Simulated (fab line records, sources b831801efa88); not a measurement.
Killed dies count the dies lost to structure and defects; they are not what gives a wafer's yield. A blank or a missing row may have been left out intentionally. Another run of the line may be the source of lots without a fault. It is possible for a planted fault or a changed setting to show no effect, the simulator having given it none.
Which tool is to blame? || flow sky130 || 11 lots, 33 wafers sampled, at 3 steps of a route of 708

== WHAT THE GAUGES READ, wafer by wafer ==
SKY_SONOS_ONO_CD_MEAS_13: target cd 410 nm.
{"lot": "L706", "measured": "day 14 05:10", "on": "cdSem-01", "cdNm (nm)": "412.1 411.5 413.4"}
{"lot": "L709", "measured": "day 15 02:56", "on": "cdSem-02", "cdNm (nm)": "410.4 411.1 412.5"}
{"lot": "L711", "measured": "day 16 00:27", "on": "cdSem-02", "cdNm (nm)": "408.1 407.9 408.1"}
{"lot": "L710", "measured": "day 15 19:24", "on": "cdSem-01", "cdNm (nm)": "408.0 413.0 407.5"}
{"lot": "L712", "measured": "day 16 00:07", "on": "cdSem-02", "cdNm (nm)": "410.5 411.4 411.0"}
{"lot": "L713", "measured": "day 16 01:41", "on": "cdSem-01", "cdNm (nm)": "408.7 408.9 407.3"}
{"lot": "L714", "measured": "day 16 14:11", "on": "cdSem-02", "cdNm (nm)": "410.5 410.1 408.9"}
{"lot": "L718", "measured": "day 17 16:16", "on": "cdSem-01", "cdNm (nm)": "359.1 312.0 269.7"}
{"lot": "L719", "measured": "day 17 20:49", "on": "cdSem-02", "cdNm (nm)": "411.7 410.6 412.2"}
{"lot": "L720", "measured": "day 18 04:01", "on": "cdSem-01", "cdNm (nm)": "409.5 410.7 408.1"}
{"lot": "L727", "measured": "day 20 13:43", "on": "cdSem-01", "cdNm (nm)": "407.1 409.3 410.0"}

== EACH LOT AND THE TOOL THAT RAN IT (in order: tool; ch and the chambers of the sampled wafers; start) ==
{"lot": "L706", "SKY_FIELD_ISO_STRIP_16": "plasmaAsher-01 ch 0,1, day 2 16:47", "SKY_SONOS_ONO_EXPOSE_10": "ilineStepper-02 ch 0, day 13 16:22"}
{"lot": "L709", "SKY_FIELD_ISO_STRIP_16": "plasmaAsher-03 ch 0,1, day 3 07:21", "SKY_SONOS_ONO_EXPOSE_10": "ilineStepper-01 ch 0, day 14 15:06"}
{"lot": "L711", "SKY_FIELD_ISO_STRIP_16": "plasmaAsher-03 ch 0,1, day 3 17:58", "SKY_SONOS_ONO_EXPOSE_10": "ilineStepper-01 ch 0, day 15 10:22"}
{"lot": "L710", "SKY_FIELD_ISO_STRIP_16": "plasmaAsher-04 ch 0,1, day 3 18:38", "SKY_SONOS_ONO_EXPOSE_10": "ilineStepper-02 ch 0, day 15 05:59"}
{"lot": "L712", "SKY_FIELD_ISO_STRIP_16": "plasmaAsher-01 ch 0,1, day 4 02:23", "SKY_SONOS_ONO_EXPOSE_10": "ilineStepper-02 ch 0, day 15 10:04"}
{"lot": "L713", "SKY_FIELD_ISO_STRIP_16": "plasmaAsher-04 ch 0,1, day 4 02:44", "SKY_SONOS_ONO_EXPOSE_10": "ilineStepper-02 ch 0, day 15 11:48"}
{"lot": "L714", "SKY_FIELD_ISO_STRIP_16": "plasmaAsher-04 ch 0,1, day 4 10:38", "SKY_SONOS_ONO_EXPOSE_10": "ilineStepper-02 ch 0, day 16 00:17"}
{"lot": "L718", "SKY_FIELD_ISO_STRIP_16": "plasmaAsher-04 ch 0,1, day 5 13:12", "SKY_SONOS_ONO_EXPOSE_10": "ilineStepper-02 ch 0, day 17 02:16"}
{"lot": "L719", "SKY_FIELD_ISO_STRIP_16": "plasmaAsher-03 ch 0,1, day 5 13:34", "SKY_SONOS_ONO_EXPOSE_10": "ilineStepper-01 ch 0, day 17 07:26"}
{"lot": "L720", "SKY_FIELD_ISO_STRIP_16": "plasmaAsher-04 ch 0,1, day 5 20:11", "SKY_SONOS_ONO_EXPOSE_10": "ilineStepper-01 ch 0, day 17 13:40"}
{"lot": "L727", "SKY_FIELD_ISO_STRIP_16": "plasmaAsher-01 ch 0,1, day 7 09:05", "SKY_SONOS_ONO_EXPOSE_10": "ilineStepper-02 ch 0, day 19 22:42"}
- SKY_FIELD_ISO_STRIP_16: strips in O2/N2.
- SKY_SONOS_ONO_EXPOSE_10: exposes mask ONOM, target cd 410 nm.

== THE ANSWER, worked out from the rows above alone ==
Rule: what is usual is taken from the lots themselves. The widest of any qualifying gaps counts: lots, ordered by their means at a reading, are off when they make up no more than a third of the lots, leave a main group of 4 or more, and stand apart from it by 3 or more times the standard deviation of that group's means. A main group is skipped when, at the precision printed for the reading in the tables above, its means are all equal. A lot without any number at a reading at which 4 lots or more have one is off too. The other lots that the step has rows for count as sound.
Off: L718 (SKY_SONOS_ONO_CD_MEAS_13, cdNm). Main group: mean 410.0 nm, sd 1.4.
A tool fits if, at a process step before that reading, it ran every lot that is off, and no sound lot after the first of them. Gauges at SKY_SONOS_ONO_CD_MEAS_13: tried the same way as those tools. No candidate that was tried fits.

== WHAT THE SIMULATOR PUT IN ==
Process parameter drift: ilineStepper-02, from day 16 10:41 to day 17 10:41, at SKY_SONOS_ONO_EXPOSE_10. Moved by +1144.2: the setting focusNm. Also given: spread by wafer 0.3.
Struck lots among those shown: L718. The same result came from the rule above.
